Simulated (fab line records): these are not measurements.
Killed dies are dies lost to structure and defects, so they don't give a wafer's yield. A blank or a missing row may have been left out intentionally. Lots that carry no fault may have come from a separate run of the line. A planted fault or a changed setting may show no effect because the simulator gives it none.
Code-filled problem report in 8D (eight disciplines) form || flow sky130 || the parts of the form that need people (team, actions taken, sign-off) are left out

## 1. WHAT IS WRONG
On 3 wafers of 1 lot, killedAtContacts at SKY_PAD_OPEN_PROBE_99 has a mean of 65; fault-free wafers read 25, standard deviation 5.8. Measured from the usual mean, that is +6.9 standard deviations.
Earliest sighting: wafer L630.2 on prober-02 at day 48 11:26. The record holds 3 wafers of 1 lot with a number at this step. By rule, "out" or "out of limits" means more than 4 standard deviations away from the usual mean. All remaining wafers that have a number are taken as sound.

## 2. WHAT IT IS AND WHAT IT IS NOT
{"question": "which readings at this step", "is": "killedAtContacts", "is not": "killed_at_M0_to_M3, killed_at_M4_up, killedAtFrontEnd, killedAtOther, killedOpen, killedShort"}
{"question": "which lots", "is": "L630", "is not": "-"}
{"question": "which wafers of those lots", "is": "all that have a number", "is not": "-"}
{"question": "read on which tools", "is": "prober-02", "is not": "-"}
{"question": "when", "is": "from day 48 11:26", "is not": "up to then (0 sound wafers)"}

## 3. THE SUSPECTS, EACH WITH WHAT RULES IT OUT
Counting: any tool at a process step up to the reading is kept as a suspect provided that every lot that is out went through it and no sound lot did after the first of them.
- wetBench-03 at SKY_LI_CONTACT_CLEAN_17 (cleans in NMP, time 600 s): kept. It ran the lot that is out, L630 (day 32 17:51), and no sound lot after that.
- prober-02 at SKY_PAD_OPEN_PROBE_99: kept. It ran the lot that is out, L630 (day 48 11:26), and no sound lot after that. On those wafers its own readings are out: killedAtContacts.
Remaining after the count are wetBench-03 at SKY_LI_CONTACT_CLEAN_17 and prober-02 at SKY_PAD_OPEN_PROBE_99.

## 4. THE CAUSE (what the simulator had put in)
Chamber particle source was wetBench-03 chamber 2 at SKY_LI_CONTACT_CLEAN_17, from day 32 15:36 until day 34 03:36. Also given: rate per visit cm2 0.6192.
Of the 2 suspects that counting leaves, this tool is one.

## 5. THE EFFECT CHAIN, in route order
Each row: a reading whose mean over the struck wafers that have a number lies more than 3 standard deviations from the usual. Scope: only readings with a usual standard deviation given in the record; hours: median across lots of the time from each lot's start at the first step in this table that gives one to its start at this step; sigmas: change in usual standard deviations.
{"hours": 0, "step": "SKY_PAD_OPEN_PROBE_99", "reading": "killedAtContacts", "usual": 25, "on struck wafers": 65, "change": "+40", "sigmas": "+6.9"}
{"hours": 0, "step": "SKY_PAD_OPEN_PROBE_99", "reading": "killedDies", "usual": 86, "on struck wafers": 123, "change": "+37", "sigmas": "+3.9"}
Its process steps:
- SKY_PAD_OPEN_PROBE_99

## 6. WHAT WOULD HAVE CAUGHT IT SOONER
In this record no reading fell out of limits until day 48 11:26, 380 hours after the fault had begun at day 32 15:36.
By day 48 11:26, every lot that is out (1) had started SKY_LI_CONTACT_CLEAN_17 on wetBench-03. Tool hold at that time: it would have spared none of them.
